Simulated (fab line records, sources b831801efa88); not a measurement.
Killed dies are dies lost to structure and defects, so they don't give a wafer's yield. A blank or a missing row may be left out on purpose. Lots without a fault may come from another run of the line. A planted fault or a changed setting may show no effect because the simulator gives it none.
One fault seen from 2 desks | flow sky130 | each desk has only its own numbers; what lay behind them comes last

THE TOOL OWNER'S DESK: rtp_anneal-02
The tool's own readings at SKY_SD_N_RTA_14 (time 2 s): means of the sampled wafers that have a number, for each lot that ran on this tool. A lot is out of limits, marked OUT, if its mean lies more than 4 standard deviations from the usual mean; the brackets give that distance.
Columns: A = chamber_o2_ppm at SKY_SD_N_RTA_14, usual 1.999; B = lamp_power_pct at SKY_SD_N_RTA_14, usual 15.73 %; C = wafer_temp_C_max at SKY_SD_N_RTA_14, usual 1078.1
lot  | first seen here | A     | B               | C
L159 | day 27 10:58    | 1.992 | 15.72           | 1078.5
L161 | day 28 07:46    | 2.014 | 15.81           | 1077.7
L163 | day 28 23:24    | 2.000 | 15.80           | 1077.7
L167 | day 30 18:23    | 2.000 | 16.45 (+13) OUT | 1101.3 (+17) OUT
L168 | day 31 05:54    | 2.025 | 16.42 (+13) OUT | 1101.5 (+17) OUT
L178 | day 34 01:11    | 2.009 | 15.77           | 1078.3
L180 | day 34 15:37    | 1.975 | 15.74           | 1077.1
L182 | day 35 00:13    | 1.992 | 15.71           | 1079.5
This desk's finding: out of limits on L167, L168; first on L167, day 30 18:23 (lamp_power_pct at SKY_SD_N_RTA_14). In limits: L159, L161, L163, L178, L180, L182.

THE METROLOGY DESK
What the gauges read, lot by lot, whatever tool the lot ran on: means of the sampled wafers that have a number. A lot is out of limits, marked OUT, if its mean lies more than 4 standard deviations from the usual mean; the brackets give that distance.
Columns: A = SD_N_RS at SKY_SD_N_RS_MEAS_16, usual 68.60 ohm/sq; B = SD_P_RS at SKY_SD_N_RS_MEAS_17, usual 147.1 ohm/sq
lot  | first seen here | A               | B
L159 | day 27 11:09    | 68.63           | 146.8
L161 | day 28 07:58    | 68.54           | 147.1
L162 | day 28 14:52    | 68.59           | 146.7
L163 | day 28 23:35    | 68.55           | 146.9
L167 | day 30 18:34    | 64.08 (-41) OUT | 126.2 (-57) OUT
L168 | day 31 06:05    | 64.22 (-40) OUT | 126.7 (-55) OUT
L178 | day 34 01:22    | 68.57           | 147.4
L179 | day 34 09:03    | 68.75           | 147.7
L180 | day 34 15:47    | 68.49           | 146.8
L181 | day 34 20:14    | 68.68           | 147.3
L182 | day 35 00:24    | 68.65           | 147.4
This desk's finding: out of limits on L167, L168; first on L167, day 30 18:34 (SD_N_RS at SKY_SD_N_RS_MEAS_16). In limits: L159, L161, L162, L163, L178, L179, L180, L181, L182.

PUT TOGETHER
The tool owner's desk could have raised an alarm at day 30 18:23, on L167, L168.
The metrology desk could have raised an alarm at day 30 18:34, on L167, L168.
Of the lots named, all ran SKY_SD_N_RTA_14 on rtp_anneal-02.

WHAT THE SIMULATOR HAD PUT IN
Process parameter drift: rtp_anneal-02, from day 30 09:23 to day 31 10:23, at SKY_SD_N_RTA_14. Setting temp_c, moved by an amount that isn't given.
Lots struck among those shown: L167, L168.
Hours from the fault's start to each desk's first reading out of limits: the tool owner's desk, 9; the metrology desk, 9.
